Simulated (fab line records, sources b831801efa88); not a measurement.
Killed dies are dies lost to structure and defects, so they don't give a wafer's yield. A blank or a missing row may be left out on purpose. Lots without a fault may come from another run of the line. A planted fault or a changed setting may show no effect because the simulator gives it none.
Which tool did it? | flow gf180mcu | 24 lots, 72 wafers sampled, at 5 steps of a route of 602

WHAT THE GAUGES READ, wafer by wafer
GF_HV_LDD_TW_MEAS_11.
lot  | measured     | on            | HV_LDD_TW
L074 | day 9 23:28  | film_metro-04 | 2396 2393 2393
L075 | day 10 05:22 | film_metro-01 | 2361 2368 2377
L076 | day 10 10:27 | film_metro-03 | 2463 2458 2465
L077 | day 10 20:20 | film_metro-03 | 2451 2454 2457
L078 | day 11 01:52 | film_metro-01 | 2375 2383 2365
L079 | day 11 06:27 | film_metro-01 | 2366 2382 2367
L080 | day 11 19:05 | film_metro-04 | 2386 2384 2406
L081 | day 12 12:02 | film_metro-04 | 2383 2386 2379
L082 | day 12 12:32 | film_metro-01 | 2349 2356 2341
L083 | day 12 22:44 | film_metro-04 | 2393 2383 2385
L084 | day 13 17:29 | film_metro-01 | 2376 2386 2381
L085 | day 14 04:18 | film_metro-04 | 2401 2401 2397
L087 | day 14 13:17 | film_metro-01 | 2385 2379 2379
L086 | day 14 11:29 | film_metro-04 | 2402 2417 2401
L088 | day 14 15:14 | film_metro-04 | 2398 2414 2412
L089 | day 14 22:14 | film_metro-01 | 2372 2365 2364
L090 | day 14 21:53 | film_metro-04 | 2424 2415 2412
L091 | day 15 06:54 | film_metro-01 | 2361 2380 2359
L092 | day 15 09:19 | film_metro-03 | 2474 2483 2466
L093 | day 15 19:59 | film_metro-01 | 2359 2360 2375
L094 | day 16 01:59 | film_metro-01 | 2364 2375 2365
L095 | day 16 09:46 | film_metro-03 | 2442 2453 2458
L096 | day 16 15:27 | film_metro-04 | 2405 2398 2403
L097 | day 16 23:48 | film_metro-03 | 2462 2455 2457

GF_PSD_RS_MEAS_15: measures by four-point-probe.
lot  | measured     | on            | PSD_RS (ohm/sq)
L074 | day 14 01:14 | film_metro-04 | 108.96 108.70 108.88
L075 | day 14 09:09 | film_metro-04 | 108.38 108.20 108.37
L076 | day 14 15:27 | film_metro-02 | 108.33 108.32 108.19
L077 | day 15 02:11 | film_metro-04 | 108.40 108.35 108.29
L078 | day 15 08:02 | film_metro-02 | 108.61 108.92 109.04
L079 | day 15 14:27 | film_metro-03 | 108.74 108.88 108.84
L080 | day 16 03:35 | film_metro-03 | 108.49 108.30 108.32
L081 | day 17 01:56 | film_metro-03 | 109.00 108.68 108.97
L082 | day 17 02:53 | film_metro-02 | 108.16 108.48 108.05
L083 | day 17 15:35 | film_metro-03 | 107.89 108.39 108.51
L084 | day 18 14:45 | film_metro-04 | 108.94 108.66 108.52
L085 | day 19 01:04 | film_metro-04 | 108.87 108.94 108.82
L087 | day 19 13:52 | film_metro-04 | 108.62 108.44 108.39
L086 | day 19 07:49 | film_metro-02 | 108.75 109.11 108.82
L088 | day 19 16:21 | film_metro-02 | 108.56 108.66 108.75
L089 | day 19 23:40 | film_metro-02 | 108.36 108.47 108.38
L090 | day 19 20:27 | film_metro-02 | 108.53 108.39 108.59
L091 | day 20 07:10 | film_metro-04 | 108.54 108.56 108.69
L092 | day 20 21:00 | film_metro-04 | 108.75 108.45 108.20
L093 | day 20 21:13 | film_metro-02 | 108.41 108.29 108.09
L094 | day 21 03:47 | film_metro-02 | 108.73 108.56 108.46
L095 | day 21 13:03 | film_metro-03 | 108.18 108.39 108.49
L096 | day 21 19:46 | film_metro-02 | 108.71 108.83 108.74
L097 | day 22 04:46 | film_metro-03 | 108.64 108.53 108.57

GF_CONTACT_THK_MEAS_03.
lot  | measured     | on            | CONTACT_CVD_02_THK (nm)
L074 | day 14 22:14 | film_metro-03 | 854 868 870
L075 | day 15 07:04 | film_metro-03 | 851 841 849
L076 | day 15 14:13 | film_metro-01 | 848 847 854
L077 | day 16 01:50 | film_metro-03 | 847 859 855
L078 | day 16 07:15 | film_metro-03 | 866 860 864
L079 | day 16 13:45 | film_metro-03 | 839 854 864
L080 | day 17 02:44 | film_metro-04 | 852 835 869
L081 | day 18 02:34 | film_metro-01 | 838 849 863
L082 | day 18 04:06 | film_metro-01 | 852 860 865
L083 | day 18 16:30 | film_metro-01 | 857 867 869
L084 | day 19 16:09 | film_metro-04 | 866 875 861
L085 | day 20 02:29 | film_metro-03 | 849 869 871
L087 | day 20 15:08 | film_metro-03 | 848 856 865
L086 | day 20 15:02 | film_metro-03 | 858 876 862
L088 | day 20 17:09 | film_metro-01 | 855 859 871
L089 | day 20 23:41 | film_metro-04 | 852 855 861
L090 | day 20 21:34 | film_metro-03 | 867 858 873
L091 | day 21 08:29 | film_metro-04 | 852 873 862
L092 | day 21 22:29 | film_metro-04 | 861 851 878
L093 | day 21 22:47 | film_metro-01 | 854 841 862
L094 | day 22 04:52 | film_metro-04 | 858 859 841
L095 | day 22 13:04 | film_metro-03 | 850 840 860
L096 | day 22 20:16 | film_metro-03 | 850 872 860
L097 | day 23 05:05 | film_metro-04 | 850 867 850

WHICH TOOL RAN EACH LOT (tool, then ch and the chambers of the sampled wafers, then the start)
lot  | GF_STI_CMP_25                | GF_VT_IMPLANT_RTA_45
L074 | cmp-02 ch 0,1, day 2 04:14   | rtp_anneal-01 ch 0, day 7 13:47
L075 | cmp-01 ch 0,2,3, day 2 09:07 | rtp_anneal-01 ch 0, day 7 19:07
L076 | cmp-02 ch 0,1,2, day 2 12:55 | rtp_anneal-01 ch 0, day 7 23:23
L077 | cmp-01 ch 0,1,3, day 2 19:08 | rtp_anneal-02 ch 0, day 8 08:43
L078 | cmp-02 ch 2,3, day 3 00:10   | rtp_anneal-01 ch 0, day 8 14:02
L079 | cmp-02 ch 0,1,2, day 3 04:47 | rtp_anneal-01 ch 0, day 8 17:06
L080 | cmp-01 ch 0,1,3, day 3 11:08 | rtp_anneal-02 ch 0, day 9 05:23
L081 | cmp-01 ch 1,2,3, day 3 15:49 | rtp_anneal-02 ch 0, day 9 10:04
L082 | cmp-01 ch 0,3, day 3 20:57   | rtp_anneal-02 ch 0, day 9 18:14
L083 | cmp-01 ch 0,2,3, day 4 03:14 | rtp_anneal-01 ch 0, day 10 02:44
L084 | cmp-01 ch 2,3, day 4 10:03   | rtp_anneal-02 ch 0, day 10 16:33
L085 | cmp-01 ch 0,1, day 4 16:58   | rtp_anneal-02 ch 0, day 11 03:59
L087 | cmp-01 ch 0,1, day 4 23:44   | rtp_anneal-02 ch 0, day 11 09:41
L086 | cmp-02 ch 0,1,3, day 4 23:50 | rtp_anneal-01 ch 0, day 11 07:05
L088 | cmp-02 ch 2,3, day 5 04:53   | rtp_anneal-01 ch 0, day 11 11:07
L089 | cmp-02 ch 1,2,3, day 5 13:13 | rtp_anneal-01 ch 0, day 11 21:31
L090 | cmp-02 ch 0,2,3, day 5 13:28 | rtp_anneal-02 ch 0, day 11 23:11
L091 | cmp-01 ch 0,1,2, day 5 21:49 | rtp_anneal-02 ch 0, day 12 09:07
L092 | cmp-01 ch 0,2, day 6 01:14   | rtp_anneal-01 ch 0, day 12 11:43
L093 | cmp-02 ch 0,1,3, day 6 04:34 | rtp_anneal-01 ch 0, day 12 19:50
L094 | cmp-01 ch 0,1,3, day 6 11:10 | rtp_anneal-02 ch 0, day 13 02:02
L095 | cmp-02 ch 0,3, day 6 16:12   | rtp_anneal-02 ch 0, day 13 10:14
L096 | cmp-01 ch 0,2,3, day 6 20:32 | rtp_anneal-02 ch 0, day 13 14:35
L097 | cmp-01 ch 2,3, day 7 02:29   | rtp_anneal-02 ch 0, day 13 21:12
- GF_STI_CMP_25: polishes, stops on Si3N4, t overpolish 33 s, target thk 524.6 nm.
- GF_VT_IMPLANT_RTA_45: time 30 s.

WHAT THE TOOLS THEMSELVES READ (means of the sampled wafers that have a number; where no wafer has one, the mark that the record gives instead)
GF_STI_CMP_25.
lot  | tool   | motor_current_A (A) | overpolish_run_s (s) | time_to_endpoint_s (s)
L074 | cmp-02 | 13.9                | 32.995               | 129
L075 | cmp-01 | 11.8                | 33.002               | 125
L076 | cmp-02 | 13.3                | 33.001               | 126
L077 | cmp-01 | 12.1                | 33.005               | 123
L078 | cmp-02 | 13.5                | 33.001               | 121
L079 | cmp-02 | 12.9                | 32.988               | 131
L080 | cmp-01 | 12.2                | 32.996               | 126
L081 | cmp-01 | 13.0                | 32.998               | 127
L082 | cmp-01 | 11.8                | 33.003               | 126
L083 | cmp-01 | 12.1                | 32.995               | 124
L084 | cmp-01 | 12.3                | 33.003               | 128
L085 | cmp-01 | 12.7                | 32.992               | 120
L087 | cmp-01 | 12.2                | 32.992               | 120
L086 | cmp-02 | 13.7                | 33.007               | 126
L088 | cmp-02 | 13.1                | 32.995               | 121
L089 | cmp-02 | 13.1                | 32.997               | 124
L090 | cmp-02 | 13.7                | 32.993               | 121
L091 | cmp-01 | 12.8                | 33.005               | 127
L092 | cmp-01 | 12.4                | 32.992               | 124
L093 | cmp-02 | 14.2                | 32.991               | 127
L094 | cmp-01 | 12.4                | 32.991               | 124
L095 | cmp-02 | 14.3                | 33.000               | 122
L096 | cmp-01 | 12.1                | 33.001               | 122
L097 | cmp-01 | 12.0                | 32.990               | 126

GF_VT_IMPLANT_RTA_45.
lot  | tool          | lamp_power_pct (%) | wafer_temp_C_max
L074 | rtp_anneal-01 | 39.94              | 1056.0
L075 | rtp_anneal-01 | 40.00              | 1055.9
L076 | rtp_anneal-01 | 39.96              | 1053.9
L077 | rtp_anneal-02 | 40.24              | 1054.6
L078 | rtp_anneal-01 | 39.94              | 1054.2
L079 | rtp_anneal-01 | 39.97              | 1056.0
L080 | rtp_anneal-02 | 40.22              | 1054.5
L081 | rtp_anneal-02 | 40.18              | 1055.7
L082 | rtp_anneal-02 | 40.17              | 1054.9
L083 | rtp_anneal-01 | 39.95              | 1057.2
L084 | rtp_anneal-02 | 40.21              | 1054.8
L085 | rtp_anneal-02 | 40.22              | 1054.2
L087 | rtp_anneal-02 | 40.26              | 1054.5
L086 | rtp_anneal-01 | 39.94              | 1054.8
L088 | rtp_anneal-01 | 39.92              | 1056.3
L089 | rtp_anneal-01 | 39.96              | 1055.6
L090 | rtp_anneal-02 | 40.22              | 1054.0
L091 | rtp_anneal-02 | 40.22              | 1054.3
L092 | rtp_anneal-01 | 39.96              | 1056.2
L093 | rtp_anneal-01 | 39.98              | 1055.2
L094 | rtp_anneal-02 | 40.21              | 1055.1
L095 | rtp_anneal-02 | 40.19              | 1055.9
L096 | rtp_anneal-02 | 40.21              | 1054.1
L097 | rtp_anneal-02 | 40.23              | 1054.5

THE ANSWER, worked out from the rows above alone
Rule: what is usual is taken from the lots themselves. Put in order of their means at a reading, lots are off if they are a third of the lots or fewer, leave a main group of 4 or more, and stand apart from it by a gap of 3 or more times the standard deviation of the main group's means; of several such gaps the widest counts. A main group whose means are all the same, to the digits that the tables above print for the reading, isn't used. A lot without any number at a reading at which 4 lots or more have one is off too. The other lots that the step has rows for count as sound. The gauges are gone through in route order, then the tools' own readings, and for those a lot's mean is taken as printed above. The first step at which some lot is off is used, and at that step the reading that is off furthest; a lot without a number counts as furthest.
No lot is off at any reading shown: from this, nothing can be told.

WHAT THE SIMULATOR HAD PUT IN
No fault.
